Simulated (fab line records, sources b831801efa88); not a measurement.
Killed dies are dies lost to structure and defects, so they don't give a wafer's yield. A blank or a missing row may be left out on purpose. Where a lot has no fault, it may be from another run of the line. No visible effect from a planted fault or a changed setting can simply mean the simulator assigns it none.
Which tool was responsible? ; flow sky130 ; 13 lots, 39 wafers sampled, at 4 steps of a route of 708

== WHAT THE GAUGES SHOWED, per wafer ==
SKY_VIA4_RS_MEAS_19: measures by four-point-probe.
lot;measured;on;VIA4_W_RS (ohm/sq)
L173;day 43 01:17;film-metro-04;0.230 0.230 0.232
L175;day 43 19:46;film-metro-04;0.227 0.226 0.230
L178;day 43 22:26;film-metro-01;0.226 0.221 0.230
L180;day 45 01:05;film-metro-04;0.225 0.227 0.217
L183;day 45 17:07;film-metro-02;0.224 0.222 0.216
L184;day 45 03:29;film-metro-04;0.222 0.226 0.228
L189;day 47 01:46;film-metro-02;0.230 0.232 0.230
L190;day 47 08:17;film-metro-01;0.219 0.222 0.218
L191;day 47 10:26;film-metro-04;0.228 0.234 0.227
L193;day 48 09:44;film-metro-02;0.236 0.234 0.230
L194;day 48 07:59;film-metro-04;0.221 0.227 0.223
L195;day 48 14:18;film-metro-02;0.224 0.220 0.221
L196;day 48 15:53;film-metro-04;0.227 0.219 0.221

== TOOL THAT RAN EACH LOT (tool first, then ch and the chambers of the sampled wafers, then the start) ==
lot;SKY_FIELD_ISO_ETCH_17;SKY_VIA4_ETCH_12;SKY_VIA4_SPUTTER_17
L173;rie-si-02 ch 1,2, day 2 09:32;rie-diel-03 ch 0,2,3, day 43 00:25;pvd-sputter-01, day 43 01:04
L175;rie-si-02 ch 1,2, day 2 15:30;rie-diel-03 ch 0,1,2, day 43 18:49;pvd-sputter-03, day 43 19:28
L178;rie-si-02 ch 0,2, day 3 06:00;rie-diel-03 ch 0,1,2, day 43 21:31;pvd-sputter-01, day 43 22:11
L180;rie-si-02 ch 1,2,3, day 3 19:35;rie-diel-01 ch 0,3, day 45 00:13;pvd-sputter-03, day 45 00:52
L183;rie-si-02 ch 0,1, day 4 05:12;rie-diel-02 ch 2,3, day 45 16:13;pvd-sputter-03, day 45 16:53
L184;rie-si-02 ch 1,2,3, day 4 12:45;rie-diel-03 ch 1,2,3, day 45 02:37;pvd-sputter-04, day 45 03:16
L189;rie-si-01 ch 0,1,2, day 5 16:36;rie-diel-01 ch 0,1, day 47 00:52;pvd-sputter-03, day 47 01:33
L190;rie-si-01 ch 1,2, day 5 21:36;rie-diel-01 ch 0,1,2, day 47 06:55;pvd-sputter-01, day 47 08:01
L191;rie-si-01 ch 0,1,2, day 6 03:14;rie-diel-01 ch 0,1,2, day 47 09:07;pvd-sputter-03, day 47 10:13
L193;rie-si-01 ch 0,3, day 6 12:50;rie-diel-01 ch 0,3, day 48 08:52;pvd-sputter-03, day 48 09:31
L194;rie-si-01 ch 2,3, day 6 20:38;rie-diel-02 ch 2,3, day 48 07:07;pvd-sputter-03, day 48 07:46
L195;rie-si-01 ch 0,2, day 6 23:32;rie-diel-03 ch 0,2, day 48 13:04;pvd-sputter-01, day 48 14:04
L196;rie-si-01 ch 1,2, day 7 04:59;rie-diel-01 ch 1,2,3, day 48 14:28;pvd-sputter-01, day 48 15:39
- SKY_FIELD_ISO_ETCH_17: etches Si in HBr/Cl2/O2, target depth 342 nm, time 97.7 s.
- SKY_VIA4_ETCH_12: etches SiO2 in C4F8/O2/Ar, stops on TiN, target depth 580 nm.
- SKY_VIA4_SPUTTER_17: material TiN, target thk 20 nm, time 80 s.

== WHAT THE TOOLS THEMSELVES READ (means of the sampled wafers that have a number; where no wafer has one, the mark that the record gives instead) ==
SKY_FIELD_ISO_ETCH_17.
lot;tool;drypump-motor-current-A (A);oes-product-au (a.u.);throttle-valve-pct (%)
L173;rie-si-02;6.1;0.997;25.665
L175;rie-si-02;6.3;0.995;25.661
L178;rie-si-02;5.9;0.980;25.669
L180;rie-si-02;6.1;0.996;25.666
L183;rie-si-02;6.1;0.978;25.667
L184;rie-si-02;6.1;0.994;25.654
L189;rie-si-01;5.6;1.000;25.650
L190;rie-si-01;5.3;1.015;25.655
L191;rie-si-01;5.6;1.003;25.661
L193;rie-si-01;5.9;0.995;25.653
L194;rie-si-01;5.8;1.007;25.651
L195;rie-si-01;5.6;0.996;25.656
L196;rie-si-01;5.6;1.008;25.644

SKY_VIA4_ETCH_12.
lot;tool;oes-product-au (a.u.)
L173;rie-diel-03;0.931
L175;rie-diel-03;0.926
L178;rie-diel-03;0.925
L180;rie-diel-01;0.927
L183;rie-diel-02;0.923
L184;rie-diel-03;0.928
L189;rie-diel-01;0.922
L190;rie-diel-01;0.925
L191;rie-diel-01;0.923
L193;rie-diel-01;0.919
L194;rie-diel-02;0.922
L195;rie-diel-03;0.927
L196;rie-diel-01;0.924

SKY_VIA4_SPUTTER_17.
lot;tool;throttle-valve-pct (%)
L173;pvd-sputter-01;29.7
L175;pvd-sputter-03;30.4
L178;pvd-sputter-01;30.9
L180;pvd-sputter-03;30.2
L183;pvd-sputter-03;30.0
L184;pvd-sputter-04;29.5
L189;pvd-sputter-03;30.7
L190;pvd-sputter-01;29.2
L191;pvd-sputter-03;30.4
L193;pvd-sputter-03;30.5
L194;pvd-sputter-03;29.9
L195;pvd-sputter-01;30.1
L196;pvd-sputter-01;29.1

== THE ANSWER, worked out from the rows above alone ==
Rule: the lots themselves supply what counts as usual. The widest of any qualifying gaps counts: lots, ordered by their means at a reading, are off when they make up no more than a third of the lots, leave a main group of 4 or more, and stand apart from it by 3 or more times the standard deviation of that group's means. Not used: any main group whose means are identical at the precision the tables above print for the reading. A lot without any number at a reading at which 4 lots or more have one is off too. All remaining lots with rows at the step are treated as sound. First the gauges in route order, then the tools' own readings, where a lot's mean is used as printed above. The first step at which some lot is off is used, and at that step the reading that is off furthest; a lot without a number counts as furthest.
Nothing can be told from this: no lot is off at any reading shown.

== WHAT THE SIMULATOR HAD PUT IN ==
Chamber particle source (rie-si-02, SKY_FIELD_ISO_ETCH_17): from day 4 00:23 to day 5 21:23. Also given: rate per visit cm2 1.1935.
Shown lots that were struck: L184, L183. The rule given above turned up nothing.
